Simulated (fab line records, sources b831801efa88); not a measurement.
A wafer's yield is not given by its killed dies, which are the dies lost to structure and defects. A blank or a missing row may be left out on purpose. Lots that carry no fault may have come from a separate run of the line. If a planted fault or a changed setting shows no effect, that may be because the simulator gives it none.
Which of the tools did it? + flow sky130 + 12 lots with 36 wafers sampled at 5 steps, on a route of 708 steps

## WHAT THE GAUGES SHOWED, per wafer
SKY_VIA3_THK_MEAS_01. Usual: VIA3_HDPCVD_THK 1573 nm, standard deviation 19.
| lot  | measured     | on            | VIA3_HDPCVD_THK (nm) | flag |
|------|--------------|---------------|----------------------|------|
| L794 | day 38 14:04 | film metro-03 | 1559 1539 1564       |      |
| L795 | day 39 08:27 | film metro-03 | 1561 1566 1585       |      |
| L800 | day 40 17:59 | film metro-04 | 1562 1597 1561       |      |
| L801 | day 41 04:11 | film metro-02 | 1581 1591 1613       |      |
| L802 | day 41 17:50 | film metro-02 | 1595 1547 2414       | OFF  |
| L804 | day 42 01:11 | film metro-02 | 1558 1575 2385       | OFF  |
| L805 | day 42 02:25 | film metro-04 | 1565 2402 2416       | OFF  |
| L807 | day 42 23:15 | film metro-03 | 1581 1583 1553       |      |
| L813 | day 44 04:43 | film metro-04 | 1594 1562 1595       |      |
| L814 | day 44 07:32 | film metro-03 | 1555 1542 1570       |      |
| L815 | day 44 20:24 | film metro-04 | 1557 1579 1549       |      |
| L816 | day 45 08:20 | film metro-03 | 1581 1600 1621       |      |

SKY_VIA3_BOW_MEAS_03. Usual: VIA3_BOW 79 um, standard deviation 8.2.
| lot  | measured     | on            | VIA3_BOW (um) | flag |
|------|--------------|---------------|---------------|------|
| L794 | day 38 14:27 | film metro-03 | 78 93 89      |      |
| L795 | day 39 09:01 | film metro-03 | 79 88 79      |      |
| L800 | day 40 18:20 | film metro-03 | 78 90 61      |      |
| L801 | day 41 04:34 | film metro-02 | 85 75 85      |      |
| L802 | day 41 18:12 | film metro-03 | 95 95 80      |      |
| L804 | day 42 01:33 | film metro-03 | 88 83 80      |      |
| L805 | day 42 02:47 | film metro-04 | 88 83 77      |      |
| L807 | day 42 23:38 | film metro-04 | 76 75 82      |      |
| L813 | day 44 05:04 | film metro-03 | 74 73 72      |      |
| L814 | day 44 07:54 | film metro-02 | 99 83 78      |      |
| L815 | day 44 20:46 | film metro-04 | 64 63 67      |      |
| L816 | day 45 08:43 | film metro-03 | 76 71 76      |      |

## TOOL THAT RAN EACH LOT (tool first, then ch and the chambers of the sampled wafers, then the start)
| lot  | SKY_CAPM_CVD_00                 | SKY_METAL3_DESCUM_15              | SKY_VIA3_HDPCVD_00               |
|------|---------------------------------|-----------------------------------|----------------------------------|
| L794 | pecvd-01 ch 0,1,2, day 36 08:10 | rie metal-02 ch 0,1, day 38 12:55 | hdpcvd-02 ch 0,1,2, day 38 13:57 |
| L795 | pecvd-02 ch 0,1,2, day 37 04:06 | rie metal-01 ch 0,1, day 39 07:18 | hdpcvd-01 ch 1,2, day 39 08:16   |
| L800 | pecvd-02 ch 0,1, day 38 15:05   | rie metal-02 ch 0,1, day 40 16:52 | hdpcvd-01 ch 0,1, day 40 17:49   |
| L801 | pecvd-01 ch 0,1, day 39 02:25   | rie metal-02 ch 0,1, day 41 03:05 | hdpcvd-01 ch 0,1,2, day 41 03:59 |
| L802 | pecvd-03 ch 1,2, day 39 15:14   | rie metal-03 ch 0,1, day 41 16:31 | hdpcvd-01 ch 1,2, day 41 17:40   |
| L804 | pecvd-03 ch 0,1,2, day 39 22:40 | rie metal-02 ch 0,1, day 41 23:59 | hdpcvd-01 ch 0,1, day 42 01:00   |
| L805 | pecvd-03 ch 0,2, day 40 00:04   | rie metal-01 ch 0,1, day 42 01:14 | hdpcvd-01 ch 0,1,2, day 42 02:15 |
| L807 | pecvd-02 ch 0,2, day 40 22:23   | rie metal-03 ch 0,1, day 42 22:07 | hdpcvd-02 ch 1,2, day 42 23:04   |
| L813 | pecvd-02 ch 0,2, day 42 04:59   | rie metal-01 ch 0,1, day 44 03:37 | hdpcvd-02 ch 0,1, day 44 04:32   |
| L814 | pecvd-02 ch 0,2, day 42 08:23   | rie metal-02 ch 0,1, day 44 06:28 | hdpcvd-02 ch 0,1,2, day 44 07:22 |
| L815 | pecvd-03 ch 0,1,2, day 42 21:13 | rie metal-02 ch 0,1, day 44 19:07 | hdpcvd-01 ch 0,1, day 44 20:09   |
| L816 | pecvd-02 ch 0,1,2, day 43 10:46 | rie metal-03 ch 0,1, day 45 07:13 | hdpcvd-02 ch 0,1,2, day 45 08:10 |
- SKY_CAPM_CVD_00: deposits SiO2, target thk 15.5 nm.
- SKY_METAL3_DESCUM_15: chemistry O2, time 8 s.
- SKY_VIA3_HDPCVD_00: deposits SiO2, target thk 1635 nm, time 261.3 s.

## WHAT THE TOOLS THEMSELVES READ (means of the sampled wafers that have a number; where no wafer has one, the mark that the record gives instead)
SKY_CAPM_CVD_00. Usual: heater power w 745 W, standard deviation 87; rf fwd power W 440.6 W, standard deviation 2.
| lot  | tool     | heater power w (W) | rf fwd power W (W) | flag |
|------|----------|--------------------|--------------------|------|
| L794 | pecvd-01 | 705                | 441.5              |      |
| L795 | pecvd-02 | 765                | 440.7              |      |
| L800 | pecvd-02 | 743                | 440.4              |      |
| L801 | pecvd-01 | 701                | 441.4              |      |
| L802 | pecvd-03 | 751                | 439.2              |      |
| L804 | pecvd-03 | 795                | 440.7              |      |
| L805 | pecvd-03 | 795                | 439.8              |      |
| L807 | pecvd-02 | 749                | 442.0              |      |
| L813 | pecvd-02 | 795                | 441.7              |      |
| L814 | pecvd-02 | 764                | 441.4              |      |
| L815 | pecvd-03 | 785                | 441.0              |      |
| L816 | pecvd-02 | 803                | 441.9              |      |

SKY_METAL3_DESCUM_15. Usual: drypump motor current A 5.9 A, standard deviation 0.57; oes product au 0.999 a.u., standard deviation 0.011; rf fwd power W 146.8 W, standard deviation 0.58.
| lot  | tool         | drypump motor current A (A) | oes product au (a.u.) | rf fwd power W (W) | flag |
|------|--------------|-----------------------------|-----------------------|--------------------|------|
| L794 | rie metal-02 | 5.5                         | 0.994                 | 146.2              |      |
| L795 | rie metal-01 | 6.1                         | 0.999                 | 147.2              |      |
| L800 | rie metal-02 | 6.0                         | 0.993                 | 146.8              |      |
| L801 | rie metal-02 | 6.1                         | 0.995                 | 146.4              |      |
| L802 | rie metal-03 | 6.1                         | 1.003                 | 146.3              |      |
| L804 | rie metal-02 | 6.1                         | 0.978                 | 146.5              |      |
| L805 | rie metal-01 | 6.1                         | 1.001                 | 147.6              |      |
| L807 | rie metal-03 | 6.1                         | 1.008                 | 146.6              |      |
| L813 | rie metal-01 | 6.0                         | 0.995                 | 147.6              |      |
| L814 | rie metal-02 | 5.5                         | 0.998                 | 146.9              |      |
| L815 | rie metal-02 | 6.1                         | 0.983                 | 146.1              |      |
| L816 | rie metal-03 | 6.1                         | 1.010                 | 146.7              |      |

## THE ANSWER, worked out from the rows above alone
Rule: a lot is off if the mean of its wafers that have a number lies more than 3 standard deviations from the usual mean. Also off: a lot with no number at a reading for which 4 or more lots have one. The other lots that the step has rows for count as sound. Order of review: gauges by route order, followed by the tools' own readings, for which a lot's mean as printed above is used. The first step at which some lot is off is used, and at that step the reading that is off furthest; a lot without a number counts as furthest.
Off: at SKY_VIA3_THK_MEAS_01 (VIA3_HDPCVD_THK), L802, L804, L805.
A tool fits if, at a process step before that reading, it ran every lot that is off, and no sound lot after the first of them. The gauges at SKY_VIA3_THK_MEAS_01 are tried like those tools. Not one of the candidates tried fits.

## WHAT HAD BEEN PUT IN BY THE SIMULATOR
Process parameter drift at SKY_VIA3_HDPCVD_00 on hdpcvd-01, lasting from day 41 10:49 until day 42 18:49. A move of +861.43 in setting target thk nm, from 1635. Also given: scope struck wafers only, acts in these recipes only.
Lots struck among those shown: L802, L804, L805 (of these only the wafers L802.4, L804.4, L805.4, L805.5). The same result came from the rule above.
